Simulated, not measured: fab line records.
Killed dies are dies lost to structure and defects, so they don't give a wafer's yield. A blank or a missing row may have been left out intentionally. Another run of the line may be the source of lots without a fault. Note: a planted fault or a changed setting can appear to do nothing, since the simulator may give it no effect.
8D (eight disciplines) problem report, filled in by code	flow sfq_line	the parts of the form that need people (team, actions taken, sign-off) are left out

## 1. WHAT WENT WRONG
At SFQ_TRILAYER_I4_DEP_PECVD_099, rf_fwd_power_W averages 153.3 W over 6 wafers from 2 lots, while fault-free wafers read 182.3 W, standard deviation 0.66. That is -44 standard deviations from the usual mean.
The step: deposits SiO2 from SiH4/N2O, time 111.11 s, target thk 500 nm.
First seen on wafer L772.1, day 58 22:58, on pecvd-01. Wafers with a number at this step in the record: 42, from 14 lots. By rule, "out" or "out of limits" means more than 4 standard deviations away from the usual mean. All remaining wafers that have a number are taken as sound.

## 2. WHAT IT IS, WHAT IT ISN'T
question	is	is not
which readings at this step	rf_fwd_power_W	heater_power_w, throttle_valve_pct
which lots	L772, L774	L764, L765, L767, L776, L777, L778, L780, L782, L783, L784, L785, L786
which wafers of those lots	all that have a number	-
read on which tools	pecvd-01	pecvd-02, pecvd-03
when	from day 58 22:58	up to then (9 sound wafers); but 27 sound wafers of L776, L777, L778, L780, L782, L783, L784, L785, L786 came after

## 3. THE SUSPECTS, EACH WITH WHAT RULES IT OUT
Counting: a tool stays on the suspect list if, at a process step up to the reading, it processed all lots that are out and no sound lot following the first of them.
- pecvd-01 at SFQ_TRILAYER_I4_DEP_PECVD_099 (deposits SiO2 from SiH4/N2O, time 111.11 s, target thk 500 nm): kept. Every lot that is out went through it, starting with L772 (day 58 22:58), and after that it ran no sound lot; the last sound lot it ran before then is L767 (day 51 15:52). Out on those wafers are its own readings of rf_fwd_power_W.
Left after counting: pecvd-01 at SFQ_TRILAYER_I4_DEP_PECVD_099.

## 4. THE CAUSE (what the simulator had put in)
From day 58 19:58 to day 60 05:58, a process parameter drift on pecvd-01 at SFQ_TRILAYER_I4_DEP_PECVD_099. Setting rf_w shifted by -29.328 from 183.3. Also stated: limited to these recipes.
Only this tool survived the counting.

## 5. SEQUENCE OF EFFECTS, ordered by route
Each row: a reading whose mean over the struck wafers that have a number lies more than 3 standard deviations from the usual. Only readings for which the record gives a usual standard deviation are gone through. hours: the time from each lot's start at the first step in this table that gives one to its start at this step, as a median over the lots. sigmas: the change in usual standard deviations.
hours	step	reading	usual	on struck wafers	change	sigmas
0	SFQ_TRILAYER_I4_DEP_PECVD_099	rf_fwd_power_W	182.3 W	153.3	-29.0	-44
Process steps it contains:
- SFQ_TRILAYER_I4_DEP_PECVD_099: deposits SiO2 from SiH4/N2O, time 111.11 s, target thk 500 nm.
At these later measuring or inspecting steps, every struck wafer for which the step has a row has a number for every such reading, and none has moved that far: SFQ_I7_OVL_MEAS_947.

## 6. HOW IT WOULD HAVE BEEN CAUGHT EARLIER
In this record no reading fell out of limits until day 58 22:58, 3 hours after the fault had begun at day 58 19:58.
